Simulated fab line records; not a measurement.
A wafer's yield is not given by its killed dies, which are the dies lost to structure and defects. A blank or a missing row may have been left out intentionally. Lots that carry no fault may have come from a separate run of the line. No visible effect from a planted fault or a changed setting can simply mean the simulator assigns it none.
Comparing a struck lot with a sound one :: flow sky130 :: 15 steps out of a route of 708
Sound: the wafers L756.2, L756.4, L756.6. Wafers struck: L769.1, L769.3, L769.5. The cause is named last.
Order at every step that has rows: each side's tool, ch and its chambers, its first start. Under that, the readings that differ: sound wafers :: struck wafers :: difference of the means :: sigmas: that difference in standard deviations of wafers without a fault.
alike: words and numbers the same on both sides, and readings whose means are apart by under 2 such deviations; not compared: readings that were withheld, readings missing a value for some wafer, numbers with overlapping values and no deviation given by the record, and bounds like >300 which may hide the same value.
Wherever a step has rows on one side only, a row that says differs or no value, or a row with sigmas, the two part there. Non-overlapping numbers with no deviation appear without sigmas and do not part them. A reading that every wafer of one side lacks parts them only if that side has two wafers or more.

SKY_CONTACT_ETCH_17: etches SiO2 in C4F8/O2/Ar, stops on Si3N4, target depth 340 nm.
  sound on rieDiel-01 ch 0,1,2, day 31 17:31; struck on rieDiel-04 ch 0,1, day 35 21:01
  alike: oesProductAu
then, 5 steps without rows for these wafers: SKY_CONTACT_ETCH_18 (etches Si3N4 in CHF3/O2, stops on TiN, time 39 s, target depth 75 nm); SKY_CONTACT_STRIP_19 (strips in O2/N2); SKY_CONTACT_STRIP_20 (strips in post etch residue remover, time 1200 s); SKY_CONTACT_CLEAN_21 (cleans in IPA, time 180 s); SKY_CONTACT_CLEAN_22 (cleans in O3/DIW).
SKY_CONTACT_SPUTTER_23: material TiN, target thk 20 nm, time 80 s.
  sound on pvdSputter-04 at day 31 18:13; struck on pvdSputter-03 at day 35 21:49
  alike: chamberPressurePa, throttleValvePct
then, 1 step without rows for these wafers: SKY_CONTACT_CVD_24 (deposits W, target thk 340 nm, time 102.12 s).
SKY_CONTACT_RS_MEAS_25: uses a four-point probe to measure.
  sound on filmMetro-02 at day 31 18:24; struck on filmMetro-03 at day 35 21:59
  alike: CONTACT_W_RS
SKY_CONTACT_THK_MEAS_26: measures by xrf.
  sound on filmMetro-02 at day 31 18:31; struck on filmMetro-03 at day 35 22:06
  alike: CONTACT_W_THK
SKY_CONTACT_CMP_27: polishes, stops on SiO2, t overpolish 15 s, target thk 0 nm.
  sound on cmp-01 ch 1,2,3, day 31 18:37; struck on cmp-01 ch 0,1,2, day 35 22:10
  alike: motorCurrentA, overpolishRunS, timeToEndpointS
SKY_METAL1_SPUTTER_00: material Ti, target thk 15 nm, time 10 s.
  sound on pvdSputter-01 at day 31 18:52; struck on pvdSputter-01 at day 35 22:28
  alike: chamberPressurePa, throttleValvePct
SKY_METAL1_SPUTTER_01: material TiN, target thk 20 nm, time 16.7 s.
  sound on pvdSputter-01 at day 31 18:53; struck on pvdSputter-01 at day 35 22:29
reading: chamberPressurePa (Pa)
sound: 0.3998 0.3996 0.3995
struck: 0.3365 0.3358 0.3366
difference: -0.0633
sigmas: -81

reading: throttleValvePct (%)
sound: 29.5 31.0 29.0
struck: 31.7 32.2 31.6
difference: +2.0
sigmas: +2
  not compared: model.TiN_of_METAL1_SPUTTER_01.thkNm
SKY_METAL1_SPUTTER_02: material AlCu, target thk 250 nm, time 13.3 s.
  sound on pvdSputter-01 at day 31 18:55; struck on pvdSputter-01 at day 35 22:31
  alike: chamberPressurePa, throttleValvePct
-- the record jumps here: 13 days lie between the struck wafers' starts before and after (it left off in module METAL1 and takes up again in module PAD_OPEN, whose first step shown is number 708 of the route) --
SKY_PAD_OPEN_PROBE_99:
  the record has rows for the struck wafers here (prober-02, day 49 01:53) and none for the sound ones

WHERE THEY PART
Last at SKY_PAD_OPEN_PROBE_99 as far as this record goes, first at SKY_METAL1_SPUTTER_01.

WHY: what the simulator had put in
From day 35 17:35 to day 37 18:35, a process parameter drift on pvdSputter-01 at SKY_METAL1_SPUTTER_01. Setting chamberPressurePa shifted by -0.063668 from 0.4. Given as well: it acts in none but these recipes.
